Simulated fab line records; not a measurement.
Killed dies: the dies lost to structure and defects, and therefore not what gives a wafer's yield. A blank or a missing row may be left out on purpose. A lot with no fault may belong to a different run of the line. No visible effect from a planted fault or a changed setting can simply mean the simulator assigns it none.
Chamber matching + flow sky130 + SKY_CAPM_CVD_00 on pecvd-02: 3 sister chambers
The step deposits SiO2, target thk 15.5 nm. 3 wafers are shown with their chamber, then 10 later ones without.

WAFERS WITH THEIR CHAMBER
| wafer  | chamber | heater power w (W) |
|--------|---------|--------------------|
| L092.4 | 1       | 645                |
| L091.2 | 0       | 606                |
| L091.4 | 2       | 789                |

WAFERS WITHOUT THEIR CHAMBER
| wafer  | heater power w (W) |
|--------|--------------------|
| L091.5 | 621                |
| L096.1 | 774                |
| L096.2 | 683                |
| L096.5 | 679                |
| L097.1 | 733                |
| L097.2 | 695                |
| L097.3 | 730                |
| L097.4 | 742                |
| L097.5 | 739                |
| L097.6 | 705                |

EACH ONE'S CHAMBER
| wafer  | from the rows above          | in truth |
|--------|------------------------------|----------|
| L091.5 | can't be placed: 0 or 1      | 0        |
| L096.1 | 2                            | 2        |
| L096.2 | can't be placed: 1 or 0 or 2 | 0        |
| L096.5 | can't be placed: 1 or 0 or 2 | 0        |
| L097.1 | can't be placed: 2 or 1 or 0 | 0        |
| L097.2 | can't be placed: 1 or 0 or 2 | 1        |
| L097.3 | can't be placed: 2 or 1 or 0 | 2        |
| L097.4 | can't be placed: 2 or 1 or 0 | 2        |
| L097.5 | can't be placed: 2 or 1 or 0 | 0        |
| L097.6 | can't be placed: 1 or 2 or 0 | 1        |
Correctly placed: 1 of 10. These rows do not allow placing 9 (true chamber among the candidates in 9). Wrongly placed: 0.
How it was worked out, from the rows above alone: a wafer's distance from a chamber is the root of the sum, over the readings, of the square of ((its reading less the chamber's mean) divided by the reading's scatter). The wafer belongs to the nearest chamber; if the next one is less than 2 further off, it can't be placed. A chamber's mean is the mean of its shown wafers. The scatter: root of mean squared gap, hidden wafer to nearest shown wafer, with one shown wafer a chamber.
